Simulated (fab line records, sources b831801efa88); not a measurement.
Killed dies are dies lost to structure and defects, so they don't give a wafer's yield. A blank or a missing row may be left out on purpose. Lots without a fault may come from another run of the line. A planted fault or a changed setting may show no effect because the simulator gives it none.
One fault seen from 2 desks | flow gf180mcu | each desk has only its own numbers; what lay behind them comes last

THE TOOL OWNER'S DESK: wet_bench-03
The tool's own readings at GF_DUAL_GATE_WET_ETCH_12 (etches SiO2 in dHF, target depth 13 nm, time 260 s): means of the sampled wafers that have a number, for each lot that ran on this tool. A lot is out of limits, marked OUT, if its mean lies more than 4 standard deviations from the usual mean; the brackets give that distance.
Columns: A = run_length_s at GF_DUAL_GATE_WET_ETCH_12, usual 286.7 s
lot  | first seen here | A
L690 | day 9 06:54     | 284.9
L698 | day 11 11:36    | 286.3
L706 | day 13 21:18    | 132.6 (-62) OUT
L708 | day 14 06:39    | 125.8 (-64) OUT
This desk's finding: out of limits on L706, L708; first on L706, day 13 21:18 (run_length_s at GF_DUAL_GATE_WET_ETCH_12). In limits: L690, L698.

THE METROLOGY DESK
What the gauges read, lot by lot, whatever tool the lot ran on: means of the sampled wafers that have a number. A lot is out of limits, marked OUT, if its mean lies more than 4 standard deviations from the usual mean; the brackets give that distance.
Columns: A = VT_IMPLANT_3_TW at GF_VT_IMPLANT_TW_MEAS_32, usual 266; B = POLY_GATE_OXIDATION_THK at GF_POLY_GATE_THK_MEAS_17, usual 4.00 nm
lot  | first seen here | A   | B
L687 | day 7 05:41     | 273 | 4.05
L689 | day 7 14:54     | 265 | 3.99
L688 | day 7 16:16     | 265 | 4.05
L690 | day 7 19:55     | 266 | 4.01
L691 | day 8 08:16     | 265 | 4.12
L694 | day 8 17:17     | 264 | 4.07
L695 | day 8 20:55     | 273 | 4.01
L696 | day 9 06:17     | 264 | 3.93
L697 | day 9 12:55     | 263 | 4.10
L698 | day 9 17:21     | 262 | 4.05
L704 | day 11 13:59    | 263 | 3.92
L706 | day 12 01:25    | 273 | -
L708 | day 12 12:52    | 273 | -
L710 | day 12 23:57    | 266 | 4.01
This desk's finding: nothing out of limits on any of the 14 lots.

PUT TOGETHER
The tool owner's desk could have raised an alarm at day 13 21:18, on L706, L708.
The metrology desk saw nothing out of limits.
The metrology desk has L706, L708 on record, within its limits.
Of the lots named, all ran GF_DUAL_GATE_WET_ETCH_12 on wet_bench-03.

WHAT THE SIMULATOR HAD PUT IN
Process parameter drift: wet_bench-03, from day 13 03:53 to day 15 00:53, at GF_DUAL_GATE_WET_ETCH_12. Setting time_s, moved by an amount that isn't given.
Lots struck among those shown: L706, L708.
Hours from the fault's start to each desk's first reading out of limits: the tool owner's desk, 17.
